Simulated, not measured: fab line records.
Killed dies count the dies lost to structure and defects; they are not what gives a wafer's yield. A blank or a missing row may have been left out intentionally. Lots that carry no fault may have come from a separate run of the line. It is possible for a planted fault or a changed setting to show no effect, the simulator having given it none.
The same fault as seen by 2 desks -- flow gf180mcu -- only its own numbers are on each desk; what lay behind them is given at the end

== THE TOOL OWNER'S DESK: implanter-04 ==
The tool's own readings at GF_NWELL_IMPLANT_09, given as means over the sampled wafers that have a number, one for each lot that went through this tool. Any lot whose mean is over 4 standard deviations away from the usual mean is out of limits and marked OUT; that distance is given in the brackets.
Columns: A = dose_ions_cm2 at GF_NWELL_IMPLANT_09, usual 4e+12; B = faraday_current_uA at GF_NWELL_IMPLANT_09, usual 22.6
lot,first seen here,A,B
L772,day 4 04:59,4e+12,22.7
L776,day 5 02:55,4e+12,22.3
L785,day 7 06:27,4e+12 (+56) OUT,24.1
L788,day 7 20:41,4e+12 (+57) OUT,23.8
This desk's verdict: out of limits on L785, L788, starting with L785 at day 7 06:27 (dose_ions_cm2 at GF_NWELL_IMPLANT_09). L772, L776 stayed within limits.

== THE METROLOGY DESK ==
What the gauges read for every lot (on any tool): the sampled wafers with a number, averaged. Any lot whose mean is over 4 standard deviations away from the usual mean is out of limits and marked OUT; that distance is given in the brackets. Of its 8 readings 7 are shown: those that lie furthest out on some lot.
Columns: A = DNWELL_TW at GF_DNWELL_TW_MEAS_09, usual 1348; B = NWELL_OVL at GF_NWELL_OVL_MEAS_07, usual -0.9 nm; C = LVPWELL_OVL at GF_LVPWELL_OVL_MEAS_07, usual 0.0 nm; D = LVPWELL_TW at GF_LVPWELL_TW_MEAS_11, usual 556; E = MVSD_OVL at GF_MVSD_OVL_MEAS_07, usual -0.3 nm; F = MVSD_TW at GF_MVSD_TW_MEAS_11, usual 1568; G = NWELL_RS at GF_VT_IMPLANT_RS_MEAS_47, usual 487.4 ohm/sq
lot,first seen here,A,B,C,D,E,F,G
L772,day 3 15:47,1348,-1.9,-2.1,555,0.4,1548,488.1
L776,day 4 12:34,1327,-0.9,-0.1,549,-2.7,1548,488.9
L780,day 5 12:25,1340,0.8,0.5,563,0.4,1550,487.1
L785,day 6 14:43,1340,-0.1,1.2,563,0.8,1574,483.3
L788,day 7 04:37,1323,-0.7,0.1,558,-0.6,1572,483.4
L791,day 7 22:26,1373,-0.8,-1.1,561,-1.2,1554,487.5
This desk found nothing out of limits on any of the 6 lots.

== TAKEN TOGETHER ==
At day 7 06:27, on L785, L788, the tool owner's desk was in a position to raise an alarm.
Nothing out of limits was seen by the metrology desk.
The metrology desk has L785, L788 on record, within its limits.
On implanter-04, each named lot ran GF_NWELL_IMPLANT_09.

== WHAT THE SIMULATOR PUT IN ==
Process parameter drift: implanter-04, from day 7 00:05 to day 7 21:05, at GF_NWELL_IMPLANT_09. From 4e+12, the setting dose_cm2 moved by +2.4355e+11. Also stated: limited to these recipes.
Shown lots that were struck: L785, L788.
Hours from the fault's start to each desk's first reading out of limits: the tool owner's desk, 6.
